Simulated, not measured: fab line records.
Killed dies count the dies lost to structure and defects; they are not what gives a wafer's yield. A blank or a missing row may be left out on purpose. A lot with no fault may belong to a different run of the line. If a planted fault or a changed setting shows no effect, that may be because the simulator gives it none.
Split-lot trial	flow sfq_line	23 wafers read from 5 lots, route of 325 steps

ABOUT THE SPLIT
At SFQ_TRILAYER_M5_LITHO_COAT_123 (resist thk 600 nm), the setting spin_rpm was moved away from the recipe's 3000 rpm on 12 of the 23 wafers read, by -6.8% to -2.3%. For the rest of the wafers, this setting stayed at what the recipe calls for.

SPLIT TO READING: what lies between them in the file, 1 step
- SFQ_TRILAYER_M5_BARC_OPEN_METAL_ETCH_161: etches BARC in O2, target depth 125 nm, time 41.7 s (also split here: bias_w)

THE READING
KrF_of_TRILAYER_M5_LITHO_COAT_123.thk_nm (the simulator's own value, which no gauge read), in nm, at SFQ_TRILAYER_M5_ETCH_METAL_ETCH_126 (etches Nb in Cl2/BCl3, stops on SiO2, time 203.2 s, target depth 265 nm). The file does not state a usual value for it. Across the 11 wafers here that went through the recipe, the average is 368.7 nm and the standard deviation 3.2 nm.

wafer	tool, chamber at the split	spin_rpm as run, rpm	against the recipe	KrF_of_TRILAYER_M5_LITHO_COAT_123.thk_nm, nm	against lot-mates on the recipe
L078.1	litho_track-01, 0	2795	-6.8%	389.1	+17.7
L078.2	litho_track-01, 0	3000	recipe	372.9	-
L078.3	litho_track-01, 0	3000	recipe	369.9	-
L078.4	litho_track-01, 0	2795	-6.8%	388.1	+16.7
L078.5	litho_track-01, 0	2795	-6.8%	389.8	+18.4
L079.2	litho_track-03, 0	2892	-3.6%	379.7	+10.3
L079.3	litho_track-03, 0	2892	-3.6%	376.8	+7.4
L079.4	litho_track-03, 0	3000	recipe	370.7	-
L079.5	litho_track-03, 0	3000	recipe	368	-
L079.6	litho_track-03, 0	2892	-3.6%	384.4	+15.0
L080.2	litho_track-03, 0	2931	-2.3%	374.8	+3.1
L080.3	litho_track-03, 0	2931	-2.3%	380.6	+8.9
L080.4	litho_track-03, 0	2931	-2.3%	375.4	+3.6
L080.5	litho_track-03, 0	3000	recipe	373.8	-
L080.6	litho_track-03, 0	3000	recipe	369.7	-
L084.1	litho_track-03, 0	3000	recipe	367.7	-
L084.2	litho_track-03, 0	3000	recipe	366.6	-
L084.3	litho_track-03, 0	3000	recipe	369.1	-
L085.1	litho_track-03, 0	2811	-6.3%	381.4	+17.9
L085.3	litho_track-03, 0	2811	-6.3%	381.6	+18.1
L085.4	litho_track-03, 0	2811	-6.3%	383.9	+20.4
L085.5	litho_track-03, 0	3000	recipe	362.5	-
L085.6	litho_track-03, 0	3000	recipe	364.5	-

THE FIT
A straight line over all 23 wafers: KrF_of_TRILAYER_M5_LITHO_COAT_123.thk_nm changes by -2.65 nm for each +1% of spin_rpm; r = -0.92; the points scatter about the line by 3.3 nm.
The same after taking each lot's own level away (the mean of its wafers on the recipe; 23 wafers): -2.78 nm for each +1%; r = -0.97; scatter 2.1 nm.
That fit puts the effect of the largest move of spin_rpm on the reading at 19 nm.
Across the lots, their own levels run from 363.50 to 371.75 nm, a range of 2.6 times the standard deviation given above.
The two slopes agree, so the slope changes little with the lot-to-lot level.
Check: for one of the wafers moved furthest among these (-6.8%), held out of the fit, the line's prediction against its lot-mates is +19.2 nm. It came out at +17.7 nm against them.

OTHER SPLITS ON THESE WAFERS
Other splits were also applied to these wafers ahead of the reading. Each is held against what the fit with the lots' levels taken away leaves over:
other split on the same wafers	wafers away from the commonest value	r with KrF_of_TRILAYER_M5_LITHO_COAT_123.thk_nm (lot level and that fit taken away)
SFQ_TRILAYER_JJ_CE_BARC_OPEN_RIE_150 icp_w	5	-0.12
SFQ_TRILAYER_M5_BARC_OPEN_METAL_ETCH_161 bias_w	6	-0.04

THE WHOLE CHAIN: every reading that the file lists as answering this split, in the file's order
step	what it does	reading	change (the file's fit)	r (the file's)
SFQ_TRILAYER_M5_LITHO_COAT_123	resist thk 600 nm	KrF_of_TRILAYER_M5_LITHO_COAT_123.thk_nm (the simulator's own value, which no gauge read)	-3.1 nm for each +1% of the setting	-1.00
SFQ_TRILAYER_M5_BARC_OPEN_METAL_ETCH_161	etches BARC in O2, target depth 125 nm, time 41.7 s	KrF_of_TRILAYER_M5_LITHO_COAT_123.thk_nm (the simulator's own value, which no gauge read)	-3.04 nm for each +1% of the setting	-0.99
SFQ_TRILAYER_M5_ETCH_METAL_ETCH_126	etches Nb in Cl2/BCl3, stops on SiO2, time 203.2 s, target depth 265 nm	KrF_of_TRILAYER_M5_LITHO_COAT_123.thk_nm (the simulator's own value, which no gauge read)	-2.77 nm for each +1% of the setting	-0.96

FILE'S OWN FIT
KrF_of_TRILAYER_M5_LITHO_COAT_123.thk_nm changes by -2.77 nm for each +1% of spin_rpm, r = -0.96.
